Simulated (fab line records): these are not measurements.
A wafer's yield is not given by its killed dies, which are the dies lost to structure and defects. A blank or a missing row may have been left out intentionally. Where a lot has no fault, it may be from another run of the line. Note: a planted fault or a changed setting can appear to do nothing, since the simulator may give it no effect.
Code-filled problem report in 8D (eight disciplines) form -- flow sfq line -- the parts of the form that need people (team, actions taken, sign-off) are left out

1. WHAT WENT WRONG
Mean M0_NB_RS at SFQ_M0_RS_MEAS_904: 0.750 ohm/sq over 6 wafers in 2 lots; fault-free wafers: 0.887 ohm/sq, standard deviation 0.0088. That puts it -16 standard deviations away from the usual mean.
The step: measures by four-point-probe.
Earliest sighting: wafer L941.1 on film metro-02 at day 11 11:50. At this step, 42 wafers from 14 lots have a number in the record. Rule for "out" (also "out of limits"): further than 4 standard deviations from the usual mean. All remaining wafers that have a number are taken as sound.

2. WHAT IT IS; WHAT IT IS NOT
question,is,is not
which readings at this step,M0_NB_RS,-
which lots,"L941, L943","L930, L931, L932, L933, L935, L944, L946, L947, L948, L950, L951, L952"
which wafers of those lots,all that have a number,-
read on which gauges,film metro-02,"film metro-01, film metro-04"
when,from day 11 11:50,"up to then (15 sound wafers); but 21 sound wafers of L944, L946, L947, L948, L950, L951, L952 came after"

3. THE SUSPECTS, EACH WITH WHAT RULES IT OUT
Counting: a tool stays on the suspect list if, at a process step up to the reading, it processed all lots that are out and no sound lot following the first of them.
- the gauge at SFQ_M0_RS_MEAS_904: ruled out. All the wafers that are out were read on film metro-02, but those of them that SFQ_TRILAYER_M0_DEP_SPUTTER_019 has rows for are out there too, on other tools.
- pvd sputter-06 at SFQ_TRILAYER_M0_DEP_SPUTTER_019 (material Nb, target thk 200 nm, time 133.3 s): ruled out as a lasting fault. The sound lots L952 went through it after L941, its earliest lot that is out (day 11 11:44).
Left after counting: nothing in the record.

4. THE CAUSE (what the simulator had put in)
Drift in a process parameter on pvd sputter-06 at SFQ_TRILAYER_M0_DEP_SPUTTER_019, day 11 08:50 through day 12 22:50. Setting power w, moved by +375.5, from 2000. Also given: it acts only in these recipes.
Counting ruled it out, wrongly: the rule takes a fault to strike every lot that its tool runs from its start on, and this one did not.

5. THE EFFECT CHAIN, in route order
Each row: a reading whose mean over the struck wafers that have a number lies more than 3 standard deviations from the usual. Scope: only readings with a usual standard deviation given in the record; hours: median across lots of the time from each lot's start at the first step in this table that gives one to its start at this step; sigmas: change in usual standard deviations.
hours,step,reading,usual,on struck wafers,change,sigmas
0,SFQ_TRILAYER_M0_DEP_SPUTTER_019,cathode dc power W,2000.0 W,2375.6,+375.6,+99 or more
0,SFQ_M0_RS_MEAS_904,M0_NB_RS,0.887 ohm/sq,0.750,-0.137,-16
123,SFQ_TRILAYER_M0_ETCH_METAL_ETCH_024,oes product au,0.896 a.u.,0.991,+0.095,+14
It contains these process steps:
- SFQ_TRILAYER_M0_DEP_SPUTTER_019: material Nb, target thk 200 nm, time 133.3 s.
- SFQ_TRILAYER_M0_ETCH_METAL_ETCH_024: etches Nb in Cl2/Ar, stops on SiO2, target depth 240 nm, time 120 s.

6. HOW IT WOULD HAVE BEEN CAUGHT EARLIER
Counted from the fault's start at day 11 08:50, it took 3 hours until the first out-of-limits reading at a measuring or inspecting step in this record, taken at day 11 11:50.
The tool's own readings at SFQ_TRILAYER_M0_DEP_SPUTTER_019 were out on every struck wafer that the step has a row for (cathode dc power W): an alarm limit on them would have fired on the first of those.
